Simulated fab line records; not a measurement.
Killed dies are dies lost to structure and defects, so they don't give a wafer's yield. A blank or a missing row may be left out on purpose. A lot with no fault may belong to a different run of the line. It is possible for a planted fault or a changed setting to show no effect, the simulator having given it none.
fab line records	flow sky130
record: lots: 6	wafers: 18	last_day: 50
route steps=708 shown POLY_GATE@217 PAD_OPEN@708
lots with no fault: from the same line, run without faults
start_h: the number of hours between the record's first day and the start of the first shown wafer of the lot	wait_h: hours elapsed since this lot's preceding step	" as in the row above	L1.1+2: several wafers, shown together as one row	- value missing, or start not given	* or withheld: withheld	< > ~ a bound
route shown NAME@n: NAME is a module with steps in the file, n the number in the route of the first one	usual: mean/standard deviation taken from wafers without a fault	same: alike in all rows	chamber/n: place in a boat	sites: per-site readings	_std_site: standard deviation of those values	_edge_site: outer sites' mean less inner sites'	radius_mm: for every site, how far away it sits from the centre of the wafer	mask NAME#n: copy n	behind: tool/chamber where the wafer was last shaped	hold: why the lot went on hold/how many hours it stayed there/how the hold came to an end	device: the n, p or np transistor that did not switch	end of line: tests run on the same wafers once the route is complete	where a step has no rows: the recipe by itself	killed: dies lost to structure and defects at the first sort, not the wafer's yield	map: a wafer's dies, x killed, . not, _ none there
set.NAME: the setting as run; set.NAME@STEP: as run at that earlier step	model.NAME: the simulator's own value behind a step, which no gauge read
lots at selected steps of the route; one table per step, one row per wafer
services: when a tool's chamber went out of use (start_h, in hours from the record's first day, below 0 if earlier), for how many hours, and the reason
== steps ==
step: SKY_POLY_GATE_CVD_03
recipe: material: Si3N4	precursor: DCS/NH3	target_thk_nm: 75	temp_c: 770	time_s: 1290	pressure_mtorr: 250
step: SKY_POLY_GATE_THK_MEAS_04
recipe: reads: Si3N4_of_POLY_GATE_CVD_03
usual: POLY_GATE_CVD_03_THK: 75.5/0.75
lot.wafer	tool	chamber	start_h	wait_h	POLY_GATE_CVD_03_THK[nm]
L179.2	film_metro-02	-	401.95	0.0	75.9
L179.3	"	-	"	"	75.7
L179.6	"	-	"	"	75.7
L180.1	film_metro-02	-	412.64	0.0	77.1
L180.3	"	-	"	"	77.4
L180.4	"	-	"	"	77.5
L188.1	film_metro-01	-	477.72	0.0	73.9
L188.2	"	-	"	"	73.5
L188.4	"	-	"	"	73.4
L189.3	film_metro-01	-	481.89	0.0	75.8
L189.4	"	-	"	"	75.5
L189.5	"	-	"	"	76.6
L195.2	film_metro-02	-	542.53	0.0	75.1
L195.3	"	-	"	"	75.5
L195.5	"	-	"	"	75.9
L196.2	film_metro-02	-	552.58	0.0	74.9
L196.3	"	-	"	"	75.2
L196.5	"	-	"	"	75.6
step: SKY_POLY_GATE_DEHYDRATE_05
recipe: temp_c: 200	time_s: 60
step: SKY_POLY_GATE_HMDS_06
recipe: prime_time_s: 60	prime_temp_c: 120
step: SKY_POLY_GATE_COAT_07
recipe: resist: BARC	temp_c: withheld	time_s: withheld	spin_rpm: 3000	resist_thk_nm: 110
step: SKY_POLY_GATE_COAT_08
recipe: resist: KrF-thick	spin_rpm: 3000	resist_thk_nm: 450
step: SKY_POLY_GATE_SOFTBAKE_09
recipe: temp_c: 100	time_s: 90	resist: KrF-thick
step: SKY_POLY_GATE_EXPOSE_10
recipe: mask_id: P1M	na: 0.68	source_shape: conventional	sigma_outer: 0.6	target_cd_nm: 150	dose_mj: 28
step: SKY_POLY_GATE_PEB_11
recipe: peb_temp_c: withheld	peb_time_s: withheld	resist: KrF-thick
step: SKY_POLY_GATE_DEVELOP_12
recipe: develop_time_s: 60	resist: KrF-thick	dev_temp_c: 21
step: SKY_POLY_GATE_CD_MEAS_13
recipe: target_cd_nm: 150
usual: cd_nm: 150.5/1.7
lot.wafer	tool	chamber	start_h	wait_h	cd_nm
L179.2	cd_sem-01	-	432.18	-	147.3
L179.3	"	-	"	"	147.7
L179.6	"	-	"	"	146.4
L180.1	cd_sem-02	-	443.91	-	147.2
L180.3	"	-	"	"	149.6
L180.4	"	-	"	"	149.9
L188.1	cd_sem-02	-	508.25	-	151.4
L188.2	"	-	"	"	151.2
L188.4	"	-	"	"	152.2
L189.3	cd_sem-02	-	512.49	-	151.6
L189.4	"	-	"	"	151.3
L189.5	"	-	"	"	151.1
L195.2	cd_sem-01	-	573.18	-	150.5
L195.3	"	-	"	"	152.1
L195.5	"	-	"	"	151.4
L196.2	cd_sem-01	-	582.65	-	149.9
L196.3	"	-	"	"	149.5
L196.5	"	-	"	"	150.5
step: SKY_POLY_GATE_OVL_MEAS_14
usual: POLY_GATE_OVL: -3/6
lot.wafer	tool	chamber	start_h	wait_h	POLY_GATE_OVL[nm]
L179.2	overlay-02	-	432.29	0.1	0
L179.3	"	-	"	"	1
L179.6	"	-	"	"	-2
L180.1	overlay-01	-	444.03	0.1	-8
L180.3	"	-	"	"	-4
L180.4	"	-	"	"	1
L188.1	overlay-01	-	508.37	0.1	-1
L188.2	"	-	"	"	3
L188.4	"	-	"	"	3
L189.3	overlay-02	-	512.59	0.1	5
L189.4	"	-	"	"	8
L189.5	"	-	"	"	4
L195.2	overlay-02	-	573.29	0.1	-13
L195.3	"	-	"	"	-6
L195.5	"	-	"	"	-8
L196.2	overlay-02	-	582.76	0.1	-7
L196.3	"	-	"	"	-12
L196.5	"	-	"	"	-12
step: SKY_POLY_GATE_ETCH_15
recipe: chemistry: N2/H2	target: BARC	ion_energy_ev: 200	source_w: 500	bias_w: 100	pressure_mtorr: 30	n2_flow_sccm: 100	h2_flow_sccm: 200	stop_on: SiO2	time_s: 118.5	target_depth_a: 1100
usual: drypump_motor_current_A: 5.8/0.31	h2_flow_sccm: 200.1/0.57	oes_product_au: 0.717/0.0046	rf_fwd_power_W: 497.6/1.7	throttle_valve_pct: 13.213/0.009
lot.wafer	tool	chamber	start_h	wait_h	drypump_motor_current_A	h2_flow_sccm	oes_product_au	rf_fwd_power_W	rf_hours_counter_h	throttle_valve_pct	model.KrF-thick_of_POLY_GATE_COAT_08.thk_nm	model.POLY_GATE.cd_nm	model.SiO2_of_SONOS_ONO_CVD_04.thk_nm
L179.2	rie_diel-02	3	432.32	0.0	6.2	199.9	0.721	497.7	5	13.232	343.2	146.7	4.134
L179.3	"	0	"	"	5.7	200.7	0.723	496.7	2	13.216	345	149.7	4.121
L179.6	"	2	"	"	5.7	200.0	0.716	497.4	-	13.210	342	145.7	4.12
L180.1	rie_diel-01	1	444.06	0.0	5.4	199.3	0.722	496.1	15	13.213	343.9	149.5	4.117
L180.3	"	2	"	"	5.5	200.5	0.715	497.6	6	13.223	345.6	150.9	4.134
L180.4	"	3	"	"	6.1	200.4	0.714	497.2	65	13.213	345.7	149.4	4.146
L188.1	rie_diel-02	1	508.41	0.0	6.0	199.6	0.714	577.0	7	13.211	333.5	147.8	3.517
L188.2	"	2	"	"	5.7	200.2	0.723	577.1	16	13.222	331.7	146.3	3.556
L188.4	"	0	"	"	5.7	201.0	0.716	577.3	4	13.212	333.6	149.3	3.484
L189.3	rie_diel-02	1	512.61	0.0	6.0	199.3	0.714	577.0	7	13.210	332	147.1	3.593
L189.4	"	0	"	"	5.7	200.3	0.719	578.6	4	13.221	332.5	147.7	3.549
L189.5	"	2	"	"	5.7	200.7	0.717	576.6	-	13.223	330.6	147.2	3.588
L195.2	rie_diel-01	3	573.32	0.0	6.0	200.0	0.721	497.4	66	13.204	344	150.3	4.172
L195.3	"	0	"	"	5.5	200.6	0.710	497.4	2	13.204	344.6	152	4.082
L195.5	"	2	"	"	5.5	199.9	0.718	499.8	-	13.204	345.6	152.3	4.074
L196.2	rie_diel-02	2	582.79	0.0	5.7	199.7	0.715	499.1	18	13.226	342.5	148.4	4.127
L196.3	"	1	"	"	6.0	201.2	0.716	494.8	9	13.211	344.6	149.5	4.163
L196.5	"	3	"	"	6.2	200.1	0.722	497.1	-	13.207	343.1	150.9	4.229
step: SKY_POLY_GATE_ETCH_16
recipe: stop_on: poly-Si	chemistry: CH3F/O2	target: Si3N4	source_w: 400	bias_w: 80	pressure_mtorr: 25	ch3f_flow_sccm: 40	O2_flow_sccm: 30	time_s: 147.5	target_depth_a: 750
usual: drypump_motor_current_A: 5.8/0.31	oes_product_au: 0.642/0.0053	rf_fwd_power_W: 398.4/1.3	throttle_valve_pct: 10.536/0.0092
lot.wafer	tool	chamber	start_h	wait_h	drypump_motor_current_A	oes_product_au	rf_fwd_power_W	rf_hours_counter_h	throttle_valve_pct
L179.2	rie_diel-02	3	432.40	0.0	6.2	0.648	399.0	5	10.521
L179.3	"	0	"	"	5.7	0.635	398.8	2	10.544
L179.6	"	2	"	"	5.7	0.645	399.4	-	10.550
L180.1	rie_diel-01	1	444.14	0.0	5.4	0.648	395.9	15	10.551
L180.3	"	2	"	"	5.5	0.644	398.3	6	10.541
L180.4	"	3	"	"	6.1	0.648	397.6	65	10.562
L188.1	rie_diel-02	1	508.49	0.0	6.0	0.640	397.1	7	10.534
L188.2	"	2	"	"	5.8	0.641	398.1	16	10.540
L188.4	"	0	"	"	5.7	0.635	400.1	4	10.554
L189.3	rie_diel-02	1	512.69	0.0	6.0	0.643	398.7	7	10.532
L189.4	"	0	"	"	5.7	0.647	399.2	4	10.544
L189.5	"	2	"	"	5.7	0.649	398.7	-	10.529
L195.2	rie_diel-01	3	573.40	0.0	6.0	0.646	398.3	66	10.520
L195.3	"	0	"	"	5.6	0.645	396.6	2	10.548
L195.5	"	2	"	"	5.5	0.647	396.8	-	10.534
L196.2	rie_diel-02	2	582.87	0.0	5.7	0.641	399.9	18	10.536
L196.3	"	1	"	"	6.0	0.636	396.3	9	10.542
L196.5	"	3	"	"	6.2	0.645	398.4	-	10.536
step: SKY_POLY_GATE_ETCH_17
recipe: target_depth_nm: 180	stop_on: SiO2	over_etch_frac: 0.56667	chemistry: HBr/Cl2	target: poly-Si	icp_w: 400	bias_w: 100	pressure_mtorr: 10	HBr_flow_sccm: 150	Cl2_flow_sccm: 50	time_s: 70.5
usual: drypump_motor_current_A: 5.75/0.24	oes_product_au: 0.986/0.0072	rf_fwd_power_W: 396.8/1.4	throttle_valve_pct: 33.684/0.0099
lot.wafer	tool	chamber	start_h	wait_h	drypump_motor_current_A	oes_product_au	rf_fwd_power_W	rf_hours_counter_h	throttle_valve_pct	model.KrF-thick_of_POLY_GATE_COAT_08.thk_nm	model.POLY_GATE.cd_nm
L179.2	rie_si-02	3	432.50	0.0	5.70	0.985	397.8	6	33.687	138.4	147.8
L179.3	"	1	"	"	5.40	0.991	397.5	34	33.681	141	148.9
L179.6	"	2	"	"	6.03	0.983	396.9	-	33.690	135.5	145.4
L180.1	rie_si-02	1	444.24	0.0	5.38	0.976	397.4	34	33.671	139.5	149.2
L180.3	"	3	"	"	5.70	0.975	398.2	7	33.673	144.9	151.5
L180.4	"	2	"	"	6.04	0.981	396.0	20	33.675	144.4	149.9
L188.1	rie_si-02	1	508.59	0.0	5.40	0.977	396.5	35	33.666	131.8	147.6
L188.2	"	2	"	"	6.05	0.980	394.1	20	33.697	126	145.6
L188.4	"	3	"	"	5.70	0.976	397.1	7	33.676	132.6	148.8
L189.3	rie_si-01	0	512.79	0.0	5.84	0.985	395.4	3	33.697	126.2	147
L189.4	"	3	"	"	5.42	0.975	398.0	0	33.697	125.8	147.6
L189.5	"	3	"	"	5.41	0.978	395.9	-	33.678	122.4	147.1
L195.2	rie_si-01	3	573.50	0.0	5.41	0.982	397.1	1	33.684	141.4	151.4
L195.3	"	2	"	"	5.72	0.992	397.5	2	33.680	140.7	151.9
L195.5	"	1	"	"	6.08	0.980	396.9	-	33.679	142.8	151.6
L196.2	rie_si-01	3	582.97	0.0	5.42	0.995	395.9	1	33.692	135.5	148.7
L196.3	"	2	"	"	5.70	0.985	396.4	2	33.694	139.9	148.6
L196.5	"	0	"	"	5.85	0.992	396.0	-	33.688	135.6	150.7
step: SKY_POLY_GATE_STRIP_18
recipe: chemistry: O2/N2	power_w: 1400	pressure_mtorr: 1500	platen_temp_c: withheld	o2_flow_sccm: 3000	n2_flow_sccm: 300	overash_fraction: 0.5
usual: drypump_motor_current_A: 5.5/0.52	oes_product_au: 0.360/0.0048	strip_time_to_endpoint_s: 3.160/0.03
lot.wafer	tool	chamber	start_h	wait_h	drypump_motor_current_A	oes_product_au	rf_hours_counter_h	strip_time_to_endpoint_s
L179.2	plasma_asher-01	0	432.56	0.0	5.7	0.369	32	3.142
L179.3	"	0	"	"	5.7	0.357	-	3.168
L179.6	"	1	"	"	5.6	0.356	-	3.134
L180.1	plasma_asher-01	0	444.30	0.0	5.7	0.352	33	3.155
L180.3	"	1	"	"	5.6	0.362	-	3.208
L180.4	"	0	"	"	5.7	0.356	-	3.217
L188.1	plasma_asher-03	0	508.65	0.0	4.9	0.353	8	3.069
L188.2	"	1	"	"	5.7	0.352	8	3.009
L188.4	"	1	"	"	5.7	0.358	-	3.095
L189.3	plasma_asher-03	0	512.88	0.1	4.9	0.353	-	3.013
L189.4	"	1	"	"	5.7	0.356	-	3.014
L189.5	"	0	"	"	4.9	0.357	-	2.980
L195.2	plasma_asher-03	0	573.56	0.0	4.9	0.363	14	3.193
L195.3	"	0	"	"	4.9	0.362	-	3.172
L195.5	"	0	"	"	4.9	0.348	-	3.196
L196.2	plasma_asher-01	1	583.02	0.0	5.6	0.372	47	3.122
L196.3	"	1	"	"	5.6	0.366	-	3.172
L196.5	"	0	"	"	5.7	0.365	-	3.123
step: SKY_POLY_GATE_CLEAN_19
recipe: chemistry: SC1/SC2	mix: 1:4:20	temp_c: 70	time_s: 150	dry: n2_spin
step: SKY_PAD_OPEN_PROBE_99
usual: killed_at_M0_to_M3: 43/7.2	killed_at_M4_up: 3.0/2	killed_at_contacts: 24/5.5	killed_at_front_end: 15/4.2	killed_at_other: 0.3/0.51	killed_dies: 85/10	killed_open: 46/7.3	killed_short: 38/6.4
same: gross_dies: 492	killed_at_back_side: 0
lot.wafer	tool	chamber	start_h	wait_h	killed_at_M0_to_M3	killed_at_M4_up	killed_at_contacts	killed_at_front_end	killed_at_other	killed_dies	killed_open	killed_short	model.etest.res_high_po.width_nm	model.etest.res_poly.width_nm	model.etest.res_xhigh_po.width_nm
L179.2	prober-02	-	1120.75	0.1	37	4	26	16	0	83	37	46	347.8	91.37	347.7
L179.3	prober-02	-	1120.80	0.2	40	4	29	17	0	90	48	42	349.1	92.79	349.7
L179.6	prober-02	-	1120.95	0.2	28	3	20	17	0	68	35	33	344.1	89.07	343.4
L180.1	prober-02	-	1130.67	0.1	48	2	19	16	1	86	57	29	348.6	93.41	350.7
L180.3	prober-02	-	1130.77	0.2	42	6	14	14	0	76	41	35	350.9	95.61	349.3
L180.4	prober-02	-	1130.82	0.2	40	0	22	16	0	78	43	35	350	94.15	350.4
L188.1	prober-02	-	1171.83	0.1	27	4	29	13	1	74	36	38	345.6	91.54	348.3
L188.2	prober-02	-	1171.88	0.1	40	2	28	20	0	90	48	42	346.9	89.63	347.2
L188.4	prober-02	-	1171.98	0.2	39	2	21	24	1	87	54	33	348.3	92.9	348.8
L189.3	prober-01	-	1174.18	0.2	45	4	25	14	0	88	52	36	348.1	91.03	346.2
L189.4	prober-01	-	1174.23	0.2	26	2	23	12	0	63	31	32	347.5	91.61	347.3
L189.5	prober-01	-	1174.28	0.2	49	3	30	23	0	105	59	46	347.2	91.32	345.6
L195.2	prober-01	-	1203.53	0.1	48	2	35	14	1	100	56	44	351.9	95.84	352.8
L195.3	prober-01	-	1203.58	0.2	49	3	32	10	0	94	61	33	352.8	95.6	352.5
L195.5	prober-01	-	1203.68	0.2	29	1	21	18	0	69	39	30	351.6	95.26	351.9
L196.2	prober-01	-	1211.03	0.1	42	3	25	14	1	85	46	39	348.5	92.54	347.8
L196.3	prober-01	-	1211.08	0.2	51	14	14	14	0	93	47	46	349.1	93.01	348.6
L196.5	prober-01	-	1211.18	0.2	54	3	16	21	0	94	48	46	352.4	94.76	351.3
killed by level:class
L179.2 CONTACT:geometric_particle:open=8 METAL1:geometric_particle:short=7 VIA3:geometric_particle:open=7 CONTACT:geometric_particle:short=6 FIELD_ISO:geometric_particle:short=5 LI_CONTACT:geometric_particle:open=5 POLY_GATE:geometric_particle:short=5 LOCAL_INTERCONNECT:geometric_particle:short=5
L179.3 LI_CONTACT:geometric_particle:open=10 VIA2:geometric_particle:open=10 CONTACT:geometric_particle:open=9 METAL2:geometric_particle:short=6 VIA1:geometric_particle:open=6 POLY_GATE:geometric_particle:short=5 CONTACT:geometric_particle:short=5 METAL1:geometric_particle:short=5
L179.6 CONTACT:geometric_particle:open=9 POLY_GATE:geometric_particle:open=7 CONTACT:geometric_particle:short=6 VIA2:geometric_particle:open=6 FIELD_ISO:geometric_particle:short=5 METAL1:geometric_particle:short=4 VIA1:geometric_particle:open=4 LOCAL_INTERCONNECT:geometric_particle:short=3
L180.1 VIA1:geometric_particle:open=17 CONTACT:geometric_particle:open=11 VIA3:geometric_particle:open=9 FIELD_ISO:geometric_particle:short=5 FIELD_ISO:geometric_particle:open=5 LI_CONTACT:geometric_particle:open=5 VIA1:geometric_particle:short=5 METAL1:geometric_particle:short=5
L180.3 VIA1:geometric_particle:open=9 METAL1:geometric_particle:short=8 VIA1:geometric_particle:short=7 CONTACT:geometric_particle:open=6 VIA3:geometric_particle:open=6 POLY_GATE:geometric_particle:open=4 VIA2:geometric_particle:open=4 METAL4:geometric_particle:short=4
L180.4 VIA3:geometric_particle:open=10 FIELD_ISO:geometric_particle:short=9 VIA1:geometric_particle:open=8 LI_CONTACT:geometric_particle:open=7 CONTACT:geometric_particle:open=6 LI_CONTACT:geometric_particle:short=5 VIA1:geometric_particle:short=5 VIA2:geometric_particle:open=5
L188.1 CONTACT:geometric_particle:open=11 METAL1:geometric_particle:short=7 FIELD_ISO:geometric_particle:short=6 VIA1:geometric_particle:open=6 LI_CONTACT:geometric_particle:open=6 LOCAL_INTERCONNECT:geometric_particle:short=6 CONTACT:geometric_particle:short=5 POLY_GATE:geometric_particle:open=3
L188.2 VIA1:geometric_particle:open=10 VIA2:geometric_particle:open=9 CONTACT:geometric_particle:open=9 FIELD_ISO:geometric_particle:open=7 FIELD_ISO:geometric_particle:short=7 LI_CONTACT:geometric_particle:open=7 CONTACT:geometric_particle:short=6 VIA1:geometric_particle:short=6
L188.4 VIA1:geometric_particle:open=12 FIELD_ISO:geometric_particle:open=9 FIELD_ISO:geometric_particle:short=7 LI_CONTACT:geometric_particle:open=7 METAL2:geometric_particle:short=7 CONTACT:geometric_particle:open=6 VIA2:geometric_particle:open=6 VIA1:geometric_particle:short=4
L189.3 LI_CONTACT:geometric_particle:open=12 VIA2:geometric_particle:open=9 VIA1:geometric_particle:open=8 POLY_GATE:geometric_particle:short=6 METAL1:geometric_particle:open=5 VIA2:geometric_particle:short=5 VIA3:geometric_particle:open=5 METAL3:geometric_particle:short=4
L189.4 CONTACT:geometric_particle:open=9 METAL1:geometric_particle:short=6 VIA1:geometric_particle:short=5 METAL2:geometric_particle:short=5 LI_CONTACT:geometric_particle:open=4 CONTACT:geometric_particle:short=4 VIA1:geometric_particle:open=4 VIA2:geometric_particle:open=4
L189.5 VIA1:geometric_particle:open=16 LI_CONTACT:geometric_particle:open=12 CONTACT:geometric_particle:open=9 FIELD_ISO:geometric_particle:open=7 CONTACT:geometric_particle:short=6 METAL2:geometric_particle:short=6 VIA3:geometric_particle:open=6 FIELD_ISO:geometric_particle:short=5
L195.2 LI_CONTACT:geometric_particle:open=13 CONTACT:geometric_particle:open=12 VIA3:geometric_particle:open=9 VIA2:geometric_particle:open=8 METAL2:geometric_particle:short=7 METAL1:geometric_particle:short=6 CONTACT:geometric_particle:short=5 POLY_GATE:geometric_particle:short=5
L195.3 VIA1:geometric_particle:open=17 LI_CONTACT:geometric_particle:open=11 CONTACT:geometric_particle:open=10 CONTACT:geometric_particle:short=9 METAL2:geometric_particle:short=6 VIA2:geometric_particle:open=6 VIA3:geometric_particle:open=5 FIELD_ISO:geometric_particle:short=4
L195.5 CONTACT:geometric_particle:open=9 FIELD_ISO:geometric_particle:open=7 VIA1:geometric_particle:open=6 METAL2:geometric_particle:short=6 VIA3:geometric_particle:open=5 LI_CONTACT:geometric_particle:open=4 FIELD_ISO:geometric_particle:short=3 POLY_GATE:geometric_particle:short=3
L196.2 CONTACT:geometric_particle:open=14 VIA1:geometric_particle:open=12 POLY_GATE:geometric_particle:short=8 VIA2:geometric_particle:open=5 VIA1:geometric_particle:short=5 VIA3:geometric_particle:open=5 METAL2:geometric_particle:short=4 LOCAL_INTERCONNECT:geometric_particle:short=4
L196.3 VIA1:geometric_particle:open=12 METAL4:geometric_particle:short=10 VIA3:geometric_particle:open=7 CONTACT:geometric_particle:open=7 VIA2:geometric_particle:open=6 VIA1:geometric_particle:short=5 POLY_GATE:geometric_particle:short=5 VIA2:geometric_particle:short=5
L196.5 VIA1:geometric_particle:open=12 METAL1:geometric_particle:short=9 CONTACT:geometric_particle:open=8 VIA2:geometric_particle:open=8 FIELD_ISO:geometric_particle:open=6 POLY_GATE:geometric_particle:short=5 VIA1:geometric_particle:short=5 FIELD_ISO:geometric_particle:short=4
== services ==
tool	chamber	start_h	hours	kind
plasma_asher-01	-	418.91	2.3	repair
rie_diel-01	0	419.71	-	clean
rie_diel-01	0	419.71	22.1	scheduled_down
rie_diel-01	0	419.71	22.1	vent_cycle
rie_si-01	3	419.73	38.8	repair
plasma_asher-03	-	421.25	9.0	pm
plasma_asher-03	0	421.25	9.0	vent_cycle
plasma_asher-03	1	421.25	9.0	vent_cycle
rie_si-01	-	425.04	15.6	pm
rie_si-02	0	426.54	-	clean
rie_si-02	0	426.54	12.6	scheduled_down
rie_si-02	0	426.54	12.6	vent_cycle
plasma_asher-03	0	430.25	-	clean
plasma_asher-03	1	430.25	-	clean
rie_diel-02	-	430.79	0.7	repair
rie_diel-01	2	444.78	4.5	repair
rie_diel-01	-	487.24	54.0	repair
rie_diel-02	-	527.59	0.2	repair
rie_diel-02	3	541.71	14.7	repair
rie_diel-01	0	550.11	3.7	repair
plasma_asher-03	-	552.33	1.2	repair
rie_diel-02	0	582.54	2.9	repair
== key ==
first_sign: step: SKY_POLY_GATE_ETCH_15	reading: rf_fwd_power_W	direction: up	sigmas: 47	usual: 497.6	struck: 577.3
effect: step: SKY_POLY_GATE_STRIP_18	reading: strip_time_to_endpoint_s	direction: down	sigmas: 4.4	usual: *	struck: *
model_effect: step: SKY_POLY_GATE_ETCH_15	value: KrF-thick_of_POLY_GATE_COAT_08.thk_nm	without: 345.3	struck: 332.3
model_effect: step: SKY_POLY_GATE_ETCH_17	value: KrF-thick_of_POLY_GATE_COAT_08.thk_nm	without: 140.4	struck: 127.5
model_effect: step: SKY_PAD_OPEN_PROBE_99	value: etest.res_high_po.width_nm	without: 350.8	struck: 347.3
met_at SKY_POLY_GATE_ETCH_15
struck_wafers L188.1,L188.2,L188.4,L189.3,L189.4,L189.5
tester_left_out L188,L189
onset_between 432.32 508.41
fault: kind: process_parameter_drift	tool: rie_diel-02	chamber: -	onset_h: 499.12	steps: SKY_POLY_GATE_ETCH_15	channel: source_w	offset: 80	shape: step	end_h: 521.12	acts_in: these_recipes_only	stated: 500
tester_left_out: of these lots the tester's yield and bins aren't shown, on N5 and GAA mostly nor the transistor test; their killed dies are dies lost to structure and defects alone, not to doping, threshold or leakage, so they don't give the yield
